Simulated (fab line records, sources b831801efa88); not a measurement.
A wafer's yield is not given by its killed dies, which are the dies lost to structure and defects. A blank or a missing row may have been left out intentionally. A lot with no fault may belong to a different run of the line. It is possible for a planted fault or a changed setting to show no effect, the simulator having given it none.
A lot that was struck, set against a sound lot ; flow gf180mcu ; 18 out of 602 route steps
Sound: these wafers, L430.3, L430.4, L430.6. Wafers struck: L419.2, L419.4, L419.6. The cause is named last.
For every step that has rows: the tool of each side, followed by ch and its chambers, followed by its first start. Under that, the readings that differ: sound wafers ; struck wafers ; difference of the means ; sigmas: that difference in standard deviations of wafers without a fault.
alike: readings with means less than 2 such deviations apart, plus words and numbers identical on both sides. not compared: withheld readings, readings lacking a value on some wafer, bounds such as >300 that could conceal the same value, and numbers that have no deviation in the record and whose values overlap.
Wherever a step has rows on one side only, a row that says differs or no value, or a row with sigmas, the two part there. Numbers that have no deviation but don't overlap get no sigmas and don't part them. A reading missing from all wafers of one side parts the sides only when that side holds two or more wafers.

first, 3 steps without rows for these wafers: GF_V2_EXPOSE_11 (exposes mask Via2, target cd 260 nm); GF_V2_PEB_12 (peb time 90 s); GF_V2_DEVELOP_13 (develop time 60 s).
GF_V2_CD_MEAS_14 targets a cd of 260 nm.
  sound on cdSem-02 at day 27 00:35; struck on cdSem-01 at day 23 01:57
  alike: cdNm
GF_V2_OVL_MEAS_15:
  sound on overlay-02 at day 27 00:41; struck on overlay-02 at day 23 02:03
  alike: V2_OVL
then, 1 step without rows for these wafers: GF_V2_ETCH_16 (etches BARC in N2/H2).
GF_V2_ETCH_17: etches SiO2 in C4F8/O2/Ar, stops on TiN, target depth 630 nm.
  sound on rieDiel-01 ch 1,2,3; struck on rieDiel-01 ch 2,3
  alike: chamberPressureMTorr, oesProductAu
GF_V2_STRIP_18: strips in O2/N2.
  sound on plasmaAsher-03 ch 0,1, day 27 00:52; struck on plasmaAsher-04 ch 0, day 23 02:13
reading;sound;struck;difference;sigmas
drypumpMotorCurrentA (A);5.8 5.9 6.0;6.7 6.7 6.7;+0.8;+3
  alike: chamberPressureMTorr, heaterPowerW, oesProductAu
  not compared: rfHoursCounterH
then, 2 steps without rows for these wafers: GF_V2_STRIP_19 (strips in post etch residue remover, time 1200 s); GF_V2_CLEAN_20 (cleans in DIW).
GF_V2_SPUTTER_21: material Ti, target thk 15 nm, time 80.02 s.
  sound on pvdSputter-04 at day 27 01:23; struck on pvdSputter-03 at day 23 02:45
reading;sound;struck;difference;sigmas
throttleValvePct (%);32.7 30.2 32.8;30.0 28.1 28.0;-3.2;-2
GF_V2_SPUTTER_22: material TiN, target thk 10 nm, time 40 s.
  sound on pvdSputter-04 at day 27 01:26; struck on pvdSputter-03 at day 23 02:49
reading;sound;struck;difference;sigmas
throttleValvePct (%);33.1 30.0 32.9;29.7 27.9 27.8;-3.5;-3
GF_V2_CVD_23: deposits W, target thk 350 nm, time 104.94 s.
  sound on cvdW-02 ch 0,1, day 27 01:31; struck on cvdW-01 ch 1, day 23 02:51
reading;sound;struck;difference;sigmas
model.W_of_V2_CVD_23.thkNm (nm);354.4 356.1 356;527.8 529.3 529.3;+173.3;
  alike: heaterPowerW
GF_V2_RS_MEAS_24: uses a four-point probe to measure.
  sound on filmMetro-03 at day 27 01:38; struck on filmMetro-03 at day 23 03:16
reading;sound;struck;difference;sigmas
V2_W_RS (ohm/sq);0.323 0.322 0.322;0.216 0.216 0.216;-0.106;-15
  not compared: hold
GF_V2_THK_MEAS_25: measures by xrf.
  sound on filmMetro-03 at day 27 01:44; struck on filmMetro-03 at day 23 06:14
reading;sound;struck;difference;sigmas
V2_W_THK (nm);365 366 367;558 560 561;+194;+23
  not compared: hold
GF_V2_CMP_26: polishes, stops on SiO2, t overpolish 15 s, target thk 0 nm.
  sound on cmp-01 ch 0,3, day 27 01:46; struck on cmp-02 ch 1,3, day 23 10:32
reading;sound;struck;difference;sigmas
hold;- - -;awaitDispo/4.2h/release awaitDispo/4.2h/release awaitDispo/4.2h/release;no value on the sound wafers;
timeToEndpointS (s);86 80 86;131 142 138;+53;+11
  alike: motorCurrentA
GF_M3_SPUTTER_00: material Ti, target thk 37.5 nm, time 150 s.
  sound on pvdSputter-03 at day 27 02:04; struck on pvdSputter-01 at day 23 10:47
  alike: throttleValvePct
GF_PASSIVATION_PROBE_99:
  the record has rows for the sound wafers here (prober-01, day 34 06:28) and none for the struck ones

## WHERE THEY PART
Earliest at GF_V2_STRIP_18; latest, in this record, at GF_PASSIVATION_PROBE_99.

WHY: the cause the simulator had injected
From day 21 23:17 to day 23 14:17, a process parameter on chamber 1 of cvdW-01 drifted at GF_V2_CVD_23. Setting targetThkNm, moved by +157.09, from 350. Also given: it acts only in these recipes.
